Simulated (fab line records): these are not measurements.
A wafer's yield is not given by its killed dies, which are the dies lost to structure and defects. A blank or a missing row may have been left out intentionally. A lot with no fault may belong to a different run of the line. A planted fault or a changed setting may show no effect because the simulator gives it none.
Chamber matching | flow sky130 | SKY_POLY_CUT_ETCH_10 on rie_diel-03: 4 sister chambers
The step etches BARC in N2/H2, stops on SiO2, time 45.9 s, target depth 60 nm. 8 wafers are shown with their chamber, then 11 later ones without.

== WAFERS WITH THEIR CHAMBER ==
wafer  | chamber | drypump_motor_current_A (A) | throttle_valve_pct (%)
L081.3 | 1       | 5.4                         | 13.240
L083.1 | 2       | 6.6                         | 13.231
L083.3 | 3       | 6.3                         | 13.230
L083.4 | 1       | 5.4                         | 13.216
L085.2 | 3       | 6.3                         | 13.227
L085.3 | 2       | 6.5                         | 13.216
L085.6 | 0       | 5.0                         | 13.237
L086.2 | 0       | 5.1                         | 13.221

== WAFERS WHOSE CHAMBER IS MISSING ==
wafer  | drypump_motor_current_A (A) | throttle_valve_pct (%)
L086.3 | 5.4                         | 13.230
L086.5 | 5.0                         | 13.217
L087.2 | 6.6                         | 13.237
L087.5 | 6.6                         | 13.212
L087.6 | 5.4                         | 13.229
L092.1 | 5.0                         | 13.217
L092.5 | 6.3                         | 13.231
L092.6 | 5.0                         | 13.217
L094.2 | 6.6                         | 13.219
L094.5 | 6.2                         | 13.226
L094.6 | 6.5                         | 13.208

== CHAMBER TAKEN BY EACH ==
wafer  | from the rows above | in truth
L086.3 | 1                   | 1
L086.5 | 0                   | 0
L087.2 | 2                   | 2
L087.5 | 2                   | 2
L087.6 | 1                   | 1
L092.1 | 0                   | 0
L092.5 | 3                   | 3
L092.6 | 0                   | 0
L094.2 | 2                   | 2
L094.5 | 3                   | 3
L094.6 | 2                   | 2
11 of 11 placed correctly. Number that these rows cannot place: 0. Number placed wrongly: 0.
How it was worked out, from the rows above alone: a wafer's distance from a chamber is the root of the sum, over the readings, of the square of ((its reading less the chamber's mean) divided by the reading's scatter). If the next closest chamber is less than 2 further off than the closest, the wafer can't be placed; otherwise it belongs to the closest. A chamber's mean is the mean of its shown wafers. How the scatter is found: for the shown wafers, subtract from each reading the mean of its chamber, square and add these, divide the total by (wafers less chambers), then take the root.
